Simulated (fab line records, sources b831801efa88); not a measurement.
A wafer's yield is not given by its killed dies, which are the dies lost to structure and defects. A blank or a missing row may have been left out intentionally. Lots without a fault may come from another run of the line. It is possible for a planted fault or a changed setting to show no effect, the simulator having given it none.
What tool caused it? | flow sky130 | 39 wafers from 13 lots sampled at 5 of the route's 708 steps

## WHAT EACH GAUGE READ, for each wafer
No reading from a measuring or inspecting step in the record can be judged against a usual standard deviation.

## EACH LOT AND THE TOOL THAT RAN IT (in order: tool; ch and the chambers of the sampled wafers; start)
lot  | SKY_NWELL_STRIP_25                   | SKY_VIA4_CMP_02               | SKY_VIA4_ETCH_12                   | SKY_PASSIVATION_CVD_02          | SKY_PAD_OPEN_PROBE_99
L197 | plasma asher-03 ch 0,1, day 5 04:02  | cmp-02 ch 0,1,2, day 41 15:52 | rie diel-01 ch 0,3, day 42 15:26   | pecvd-03 ch 0,1, day 43 16:56   | -
L198 | plasma asher-03 ch 0, day 5 14:36    | cmp-02 ch 0,1,3, day 42 03:20 | rie diel-03 ch 1,2, day 43 02:46   | pecvd-04 ch 0, day 44 03:25     | prober-02, day 46 00:38
L199 | plasma asher-03 ch 0,1, day 5 20:41  | cmp-02 ch 0,1, day 42 18:07   | rie diel-01 ch 0,3, day 43 17:34   | pecvd-03 ch 0,1,2, day 44 17:50 | prober-01, day 46 14:37
L200 | plasma asher-03 ch 0, day 5 23:17    | cmp-01 ch 2,3, day 42 23:01   | rie diel-04 ch 0,1,2, day 43 21:47 | pecvd-04 ch 1,2, day 44 21:37   | prober-02, day 46 17:48
L202 | plasma asher-02 ch 0,1, day 6 13:22  | cmp-02 ch 2,3, day 43 08:12   | rie diel-03 ch 0,1, day 44 05:27   | pecvd-02 ch 0,1, day 45 05:42   | -
L210 | plasma asher-01 ch 0,1, day 8 11:15  | cmp-01 ch 1,2,3, day 45 12:15 | rie diel-03 ch 1,2,3, day 46 09:07 | pecvd-04 ch 0,1, day 47 08:05   | prober-02, day 49 00:17
L212 | plasma asher-02 ch 0,1, day 9 04:25  | cmp-02 ch 1,2, day 46 04:14   | rie diel-01 ch 1,2,3, day 47 00:53 | pecvd-03 ch 0,2, day 47 23:04   | prober-02, day 49 14:35
L213 | plasma asher-03 ch 0,1, day 9 13:37  | cmp-02 ch 0,1,2, day 46 14:53 | rie diel-01 ch 0,1, day 47 10:57   | pecvd-02 ch 1,2, day 48 08:29   | prober-01, day 49 23:34
L214 | plasma asher-01 ch 0,1, day 9 21:40  | cmp-01 ch 0,1,2, day 47 07:14 | rie diel-04 ch 2,3, day 48 02:15   | pecvd-03 ch 0,1,2, day 48 23:28 | prober-02, day 50 11:40
L216 | plasma asher-02 ch 0,1, day 10 03:07 | cmp-01 ch 0,1,3, day 47 08:14 | rie diel-01 ch 0,1, day 48 03:27   | pecvd-04 ch 0,2, day 49 01:05   | -
L217 | plasma asher-02 ch 0,1, day 10 11:16 | cmp-02 ch 0,1,2, day 47 08:38 | rie diel-04 ch 0,2, day 48 04:05   | pecvd-03 ch 0,1,2, day 49 01:19 | prober-01, day 50 15:13
L218 | plasma asher-03 ch 0,1, day 10 17:13 | cmp-02 ch 0,2,3, day 47 14:05 | rie diel-04 ch 2,3, day 48 09:31   | pecvd-02 ch 0,2, day 49 06:32   | prober-02, day 50 18:02
L219 | plasma asher-02 ch 0, day 10 19:20   | cmp-02 ch 1,2,3, day 47 16:07 | rie diel-04 ch 0,2,3, day 48 11:17 | pecvd-02 ch 0,1, day 49 08:13   | -
- SKY_NWELL_STRIP_25: strips in O2/N2.
- SKY_VIA4_CMP_02: polishes SiO2.
- SKY_VIA4_ETCH_12: etches SiO2 in C4F8/O2/Ar, stops on TiN, target depth 580 nm.
- SKY_PASSIVATION_CVD_02: deposits Si3N4, target thk 540 nm.
- SKY_PAD_OPEN_PROBE_99

## WHAT THE TOOLS THEMSELVES READ (means of the sampled wafers that have a number; where no wafer has one, the mark that the record gives instead)
SKY_NWELL_STRIP_25. Usual: drypump motor current A 5.9 A, standard deviation 0.51; n2 flow sccm 300.0 sccm, standard deviation 0.9; oes product au 0.723 a.u., standard deviation 0.0048; strip time to endpoint s 37.00 s, standard deviation 0.1.
lot  | tool            | drypump motor current A (A) | n2 flow sccm (sccm) | oes product au (a.u.) | strip time to endpoint s (s) | flag
L197 | plasma asher-03 | 5.3                         | 299.8               | 0.724                 | 36.96                        |
L198 | plasma asher-03 | 5.0                         | 298.9               | 0.721                 | 37.02                        |
L199 | plasma asher-03 | 5.3                         | 300.9               | 0.721                 | 36.99                        |
L200 | plasma asher-03 | 5.0                         | 300.5               | 0.725                 | 37.07                        |
L202 | plasma asher-02 | 6.3                         | 300.3               | 0.724                 | 36.90                        |
L210 | plasma asher-01 | 5.6                         | 299.5               | 0.725                 | 37.12                        |
L212 | plasma asher-02 | 6.4                         | 300.0               | 0.725                 | 36.93                        |
L213 | plasma asher-03 | 5.5                         | 300.5               | 0.723                 | 37.07                        |
L214 | plasma asher-01 | 5.9                         | 300.7               | 0.726                 | 37.01                        |
L216 | plasma asher-02 | 6.3                         | 299.0               | 0.725                 | 37.01                        |
L217 | plasma asher-02 | 6.3                         | 301.2               | 0.720                 | 36.85                        |
L218 | plasma asher-03 | 5.5                         | 300.1               | 0.723                 | 37.00                        |
L219 | plasma asher-02 | 6.4                         | 300.4               | 0.722                 | 36.99                        |

SKY_VIA4_CMP_02. Usual: motor current A reads 12.1 A (standard deviation 1.2).
lot  | tool   | motor current A (A) | flag
L197 | cmp-02 | 12.5                |
L198 | cmp-02 | 12.8                |
L199 | cmp-02 | 13.4                |
L200 | cmp-01 | 12.7                |
L202 | cmp-02 | 11.0                |
L210 | cmp-01 | 11.9                |
L212 | cmp-02 | 11.3                |
L213 | cmp-02 | 12.8                |
L214 | cmp-01 | 12.3                |
L216 | cmp-01 | 11.7                |
L217 | cmp-02 | 12.8                |
L218 | cmp-02 | 11.8                |
L219 | cmp-02 | 11.5                |

SKY_VIA4_ETCH_12. Usual: oes product au reads 0.925 a.u. (standard deviation 0.0049).
lot  | tool        | oes product au (a.u.) | flag
L197 | rie diel-01 | 0.929                 |
L198 | rie diel-03 | 0.924                 |
L199 | rie diel-01 | 0.930                 |
L200 | rie diel-04 | 0.929                 |
L202 | rie diel-03 | 0.926                 |
L210 | rie diel-03 | 0.919                 |
L212 | rie diel-01 | 0.925                 |
L213 | rie diel-01 | 0.930                 |
L214 | rie diel-04 | 0.927                 |
L216 | rie diel-01 | 0.928                 |
L217 | rie diel-04 | 0.925                 |
L218 | rie diel-04 | 0.925                 |
L219 | rie diel-04 | 0.923                 |

SKY_PASSIVATION_CVD_02. Usual: heater power w reads 774 W (standard deviation 100).
lot  | tool     | heater power w (W) | flag
L197 | pecvd-03 | 761                |
L198 | pecvd-04 | 800                |
L199 | pecvd-03 | 791                |
L200 | pecvd-04 | 766                |
L202 | pecvd-02 | 771                |
L210 | pecvd-04 | 799                |
L212 | pecvd-03 | 892                |
L213 | pecvd-02 | 830                |
L214 | pecvd-03 | 752                |
L216 | pecvd-04 | 827                |
L217 | pecvd-03 | 800                |
L218 | pecvd-02 | 728                |
L219 | pecvd-02 | 797                |

SKY_PAD_OPEN_PROBE_99. Usual: killed_at_M0_to_M3 43, standard deviation 7.4; killed_at_M4_up 3.1, standard deviation 1.9; killed at contacts 25, standard deviation 5.4; killed at front end 15, standard deviation 4.3; killed at other 0.3, standard deviation 0.54; killed dies 86, standard deviation 10; killed open 46, standard deviation 7.4; killed short 40, standard deviation 7.
lot  | tool      | killed_at_M0_to_M3 | killed_at_M4_up | killed at contacts | killed at front end | killed at other | killed dies | killed open | killed short | flag
L198 | prober-02 | 48                 | 4.3             | 23                 | 16                  | 0.0             | 92          | 51          | 40           |
L199 | prober-01 | 44                 | 3.3             | 23                 | 54                  | 0.0             | 124         | 47          | 38           | OFF
L200 | prober-02 | 45                 | 2.3             | 25                 | 66                  | 0.0             | 139         | 44          | 40           | OFF
L210 | prober-02 | 52                 | 4.0             | 25                 | 21                  | 0.3             | 102         | 53          | 49           |
L212 | prober-02 | 47                 | 2.0             | 28                 | 13                  | 0.0             | 90          | 46          | 43           |
L213 | prober-01 | 35                 | 2.0             | 22                 | 16                  | 0.0             | 75          | 40          | 34           |
L214 | prober-02 | 43                 | 1.3             | 25                 | 18                  | 0.0             | 88          | 50          | 38           |
L217 | prober-01 | 44                 | 2.7             | 25                 | 12                  | 0.7             | 84          | 43          | 40           |
L218 | prober-02 | 42                 | 2.3             | 22                 | 16                  | 0.0             | 81          | 45          | 36           |

## THE ANSWER, worked out from the rows above alone
Rule: a lot is off if the mean of its wafers that have a number lies more than 3 standard deviations from the usual mean. Also off: a lot with no number at a reading for which 4 or more lots have one. The other lots that the step has rows for count as sound. The gauges are gone through in route order, then the tools' own readings, and for those a lot's mean is taken as printed above. At the first step where some lot is off, the reading lying furthest off is the one used; lots without a number count as furthest.
Off, at SKY_PAD_OPEN_PROBE_99 on killed at front end: L199, L200. Neither off nor sound, because the step has no rows for them: L197, L202, L216, L219.
A tool fits if, at that step or a process step before it, it ran every lot that is off, and no sound lot after the first of them. Not one of the candidates tried fits.

## WHAT THE SIMULATOR HAD PUT IN
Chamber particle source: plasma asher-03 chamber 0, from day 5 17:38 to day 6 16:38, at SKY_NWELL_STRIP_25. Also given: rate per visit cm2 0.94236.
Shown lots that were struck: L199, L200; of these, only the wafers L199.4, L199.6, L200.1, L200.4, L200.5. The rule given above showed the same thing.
